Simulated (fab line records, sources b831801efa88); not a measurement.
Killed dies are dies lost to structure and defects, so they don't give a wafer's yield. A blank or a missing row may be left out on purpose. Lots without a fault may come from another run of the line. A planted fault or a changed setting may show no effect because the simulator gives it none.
One fault seen from 2 desks | flow gf180mcu | each desk has only its own numbers; what lay behind them comes last

THE METROLOGY DESK
What the gauges read, lot by lot, whatever tool the lot ran on: means of the sampled wafers that have a number. A lot is out of limits, marked OUT, if its mean lies more than 4 standard deviations from the usual mean; the brackets give that distance.
Columns: A = V2_BOW at GF_V2_BOW_MEAS_05, usual 99 um; B = cd_nm at GF_V2_CD_MEAS_14, usual 259.9 nm
lot  | first seen here | A   | B
L717 | day 19 15:44    | 89  | 259.4
L718 | day 19 21:22    | 108 | 258.9
L720 | day 20 21:44    | 97  | 261.2
L726 | day 22 22:13    | 98  | 261.2
L727 | day 23 08:20    | 103 | 259.5
L729 | day 24 05:21    | 100 | 259.3
L730 | day 24 12:10    | 96  | 262.0
L734 | day 25 23:15    | 95  | 258.3
L736 | day 26 06:09    | 97  | 260.3
L737 | day 26 07:21    | 100 | 261.2
L738 | day 26 23:53    | 101 | 261.1
L739 | day 27 11:04    | 100 | 261.1
This desk's finding: nothing out of limits on any of the 12 lots.

THE TOOL OWNER'S DESK: rie_metal-04
The tool's own readings at GF_M3_METAL_ETCH_16 (etches the open film in Cl2/BCl3, stops on SiO2, target depth 627.5 nm, time 104.6 s): means of the sampled wafers that have a number, for each lot that ran on this tool. A lot is out of limits, marked OUT, if its mean lies more than 4 standard deviations from the usual mean; the brackets give that distance.
Columns: A = drypump_motor_current_A at GF_M3_METAL_ETCH_16, usual 5.6 A; B = oes_product_au at GF_M3_METAL_ETCH_16, usual 0.973 a.u.; C = run_length_s at GF_M3_METAL_ETCH_16, usual 133.0 s; D = throttle_valve_pct at GF_M3_METAL_ETCH_16, usual 28.248 %
lot  | first seen here | A   | B     | C     | D
L718 | day 21 22:27    | 5.6 | 0.964 | 133.7 | 28.253
L720 | day 22 22:06    | 5.5 | 0.973 | 133.4 | 28.258
L726 | day 24 20:04    | 5.8 | 0.984 | 130.4 | 28.230
L727 | day 25 06:10    | 6.2 | 0.986 | 130.6 | 28.229
L734 | day 27 16:19    | 5.9 | 0.965 | 133.5 | 28.255
L736 | day 27 23:22    | 6.2 | 0.978 | 133.3 | 28.244
This desk's finding: nothing out of limits on any of the 6 lots.

PUT TOGETHER
The metrology desk saw nothing out of limits.
The tool owner's desk saw nothing out of limits.

WHAT THE SIMULATOR HAD PUT IN
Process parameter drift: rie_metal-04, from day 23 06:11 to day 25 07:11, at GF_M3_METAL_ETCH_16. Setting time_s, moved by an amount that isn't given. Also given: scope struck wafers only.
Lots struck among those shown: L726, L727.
